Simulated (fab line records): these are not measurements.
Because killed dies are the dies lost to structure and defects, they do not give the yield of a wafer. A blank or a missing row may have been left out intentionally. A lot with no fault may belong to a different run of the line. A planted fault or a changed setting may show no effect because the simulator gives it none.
Which tool did it? | flow gf180mcu | 13 lots with 39 wafers sampled at 2 steps, on a route of 602 steps

WHAT THE GAUGES SHOWED, per wafer
GF_V5_OVL_MEAS_15.
lot  | measured     | on         | V5_OVL (nm)
L805 | day 27 09:27 | overlay-02 | 1 3 6
L806 | day 27 16:02 | overlay-02 | -1 8 4
L807 | day 27 16:23 | overlay-01 | 9 12 11
L809 | day 28 11:59 | overlay-02 | 0 7 8
L810 | day 28 16:49 | overlay-02 | 3 5 6
L811 | day 29 07:16 | overlay-02 | -2 -3 1
L812 | day 29 14:20 | overlay-02 | -4 -2 3
L813 | day 29 22:13 | overlay-02 | 6 6 7
L814 | day 30 00:28 | overlay-01 | 8 8 5
L815 | day 30 15:05 | overlay-01 | 6 6 -6
L825 | day 32 22:32 | overlay-02 | 7 -6 2
L827 | day 33 08:31 | overlay-02 | 2 0 5
L828 | day 33 09:56 | overlay-02 | 4 1 5

TOOL THAT RAN EACH LOT (tool first, then ch and the chambers of the sampled wafers, then the start)
lot  | GF_V5_SOFTBAKE_10
L805 | litho track-02 ch 0, day 26 22:00
L806 | litho track-03 ch 0, day 27 04:00
L807 | litho track-02 ch 0, day 27 05:00
L809 | litho track-03 ch 0, day 28 02:00
L810 | litho track-03 ch 0, day 28 07:00
L811 | litho track-03 ch 0, day 28 21:00
L812 | litho track-03 ch 0, day 29 05:00
L813 | litho track-03 ch 0, day 29 13:00
L814 | litho track-03 ch 0, day 29 14:00
L815 | litho track-03 ch 0, day 30 06:00
L825 | litho track-02 ch 0, day 32 13:00
L827 | litho track-02 ch 0, day 33 01:00
L828 | litho track-04 ch 0, day 33 02:00
- GF_V5_SOFTBAKE_10: time 60 s.

AS READ BY THE TOOLS THEMSELVES (means over the sampled wafers that have a number; for cases with no such wafer, the mark the record gives instead)
GF_V5_SOFTBAKE_10.
lot  | tool           | chill plate temp C (C) | heater power total W (W) | run length s (s)
L805 | litho track-02 | 23.01                  | 93.06                    | 89.10
L806 | litho track-03 | 22.99                  | 93.04                    | 89.03
L807 | litho track-02 | 23.03                  | 93.11                    | 89.32
L809 | litho track-03 | 23.00                  | 93.07                    | 88.76
L810 | litho track-03 | 22.94                  | 93.06                    | 88.98
L811 | litho track-03 | 23.01                  | 93.07                    | 88.84
L812 | litho track-03 | 22.97                  | 93.06                    | 88.78
L813 | litho track-03 | 22.78                  | 93.04                    | 88.81
L814 | litho track-03 | 23.00                  | 93.08                    | 90.22
L815 | litho track-03 | 23.06                  | 93.03                    | 91.54
L825 | litho track-02 | 22.97                  | 92.98                    | 89.23
L827 | litho track-02 | 22.95                  | 93.00                    | 89.18
L828 | litho track-04 | 22.88                  | 93.05                    | 89.29

THE ANSWER, worked out from the rows above alone
Rule: usual is defined by the lots themselves. Put in order of their means at a reading, lots are off if they are a third of the lots or fewer, leave a main group of 4 or more, and stand apart from it by a gap of 3 or more times the standard deviation of the main group's means; of several such gaps the widest counts. A main group whose means are all the same, to the digits that the tables above print for the reading, isn't used. Also off: a lot with no number at a reading for which 4 or more lots have one. The other lots that the step has rows for count as sound. The gauges are gone through in route order, then the tools' own readings, and for those a lot's mean is taken as printed above. At the first step where some lot is off, the reading lying furthest off is the one used; lots without a number count as furthest.
Off: L814, L815, at GF_V5_SOFTBAKE_10 (run length s). Main group: mean 89.03 s, sd 0.2.
A tool fits if, at that step or a process step before it, it ran every lot that is off, and no sound lot after the first of them. One fits: GF_V5_SOFTBAKE_10 on litho track-03. Its last sound lot is L813 (day 29 13:00), its first lot that is off L814 (day 29 14:00): a fault that began between those two fits.
The tool's own readings at GF_V5_SOFTBAKE_10 bear it out: on the lots that are off they differ by more than 5 times the standard deviation of the sound lots' means. run length s reads 90.88 s there against 89.03 s on the sound lots.

WHAT THE SIMULATOR PUT IN
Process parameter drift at GF_V5_SOFTBAKE_10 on litho track-03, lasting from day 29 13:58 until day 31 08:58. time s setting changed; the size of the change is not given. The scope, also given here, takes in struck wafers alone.
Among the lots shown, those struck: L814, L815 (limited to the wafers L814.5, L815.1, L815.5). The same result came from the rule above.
